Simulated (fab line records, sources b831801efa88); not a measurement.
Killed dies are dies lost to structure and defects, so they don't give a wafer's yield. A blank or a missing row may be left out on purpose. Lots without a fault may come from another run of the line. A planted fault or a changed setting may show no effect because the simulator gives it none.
A struck lot beside a sound one | flow gf180mcu | 15 steps out of a route of 602
Sound: wafers L886.3, L886.5, L886.6. Struck: wafers L890.2, L890.5, L890.6. The cause comes at the end.
At each step with rows: each side's tool, then ch and its chambers, then its first start. Under that, the readings that differ: sound wafers | struck wafers | difference of the means | sigmas: that difference in standard deviations of wafers without a fault.
alike: readings whose means differ by less than 2 such deviations, and words and numbers that are the same on both sides. not compared: withheld readings, readings that some wafer has no value for, bounds like >300 that may hide the same value, and numbers for which the record gives no deviation and whose values overlap.
The two part at a step that has a row with sigmas, a row that says differs or no value, or rows on one side only. Numbers that don't overlap but have no deviation are shown without sigmas and don't part them. A reading that every wafer of one side lacks parts them only if that side has two wafers or more.

first, 4 steps without rows for these wafers: GF_V5_SOFTBAKE_10 (time 60 s); GF_V5_EXPOSE_11 (exposes mask Via5, target cd 260 nm); GF_V5_PEB_12 (peb time 90 s); GF_V5_DEVELOP_13 (develop time 60 s).
GF_V5_CD_MEAS_14: target cd 260 nm.
  sound on cd_sem-02, day 28 06:19; struck on cd_sem-01, day 29 08:40
  alike: cd_nm
GF_V5_OVL_MEAS_15:
  sound on overlay-02, day 28 06:25; struck on overlay-02, day 29 08:47
  reading     | sound      | struck | difference | sigmas
  V5_OVL (nm) | -9 -12 -11 | -1 5 5 | +14        | +3
GF_V5_ETCH_16: etches BARC in N2/H2.
  sound on rie_diel-03 ch 1,2,3, day 28 06:26; struck on rie_diel-04 ch 0,1,3, day 29 08:49
  alike: drypump_motor_current_A, h2_flow_sccm, oes_product_au, throttle_valve_pct
GF_V5_ETCH_17: etches SiO2 in C4F8/O2/Ar, stops on TiN, target depth 855 nm.
  sound on rie_diel-03 ch 1,2,3; struck on rie_diel-04 ch 0,1,3
  alike: oes_product_au
GF_V5_STRIP_18: strips in O2/N2.
  sound on plasma_asher-02 ch 0,1, day 28 06:38; struck on plasma_asher-01 ch 0,1, day 29 08:58
  alike: drypump_motor_current_A, heater_power_w, oes_product_au
  not compared: rf_hours_counter_h
then, 2 steps without rows for these wafers: GF_V5_STRIP_19 (strips in post etch residue remover, time 1200 s); GF_V5_CLEAN_20 (cleans in DIW).
GF_V5_SPUTTER_21: material Ti, target thk 15 nm, time 80.02 s.
  sound on pvd_sputter-02, day 28 07:10; struck on pvd_sputter-02, day 29 09:32
  alike: throttle_valve_pct
GF_V5_SPUTTER_22: material TiN, target thk 10 nm, time 40 s.
  sound on pvd_sputter-02, day 28 07:13; struck on pvd_sputter-02, day 29 09:37
  reading                                | sound            | struck           | difference | sigmas
  model.TiN_of_V5_SPUTTER_22.thk_nm (nm) | 10.01 9.934 9.88 | 14.96 14.92 14.9 | +4.99      |
  alike: throttle_valve_pct
GF_V5_CVD_23: deposits W, target thk 350 nm, time 104.9 s.
  sound on cvd_w-02 ch 0,1, day 28 07:18; struck on cvd_w-01 ch 0,1, day 29 09:38
  alike: heater_power_w
GF_PASSIVATION_PROBE_99:
  the record has rows for the struck wafers here (prober-02, day 31 01:58) and none for the sound ones

WHERE THEY PART
First at GF_V5_OVL_MEAS_15; last, within this record, at GF_PASSIVATION_PROBE_99.

WHY: what the simulator had put in
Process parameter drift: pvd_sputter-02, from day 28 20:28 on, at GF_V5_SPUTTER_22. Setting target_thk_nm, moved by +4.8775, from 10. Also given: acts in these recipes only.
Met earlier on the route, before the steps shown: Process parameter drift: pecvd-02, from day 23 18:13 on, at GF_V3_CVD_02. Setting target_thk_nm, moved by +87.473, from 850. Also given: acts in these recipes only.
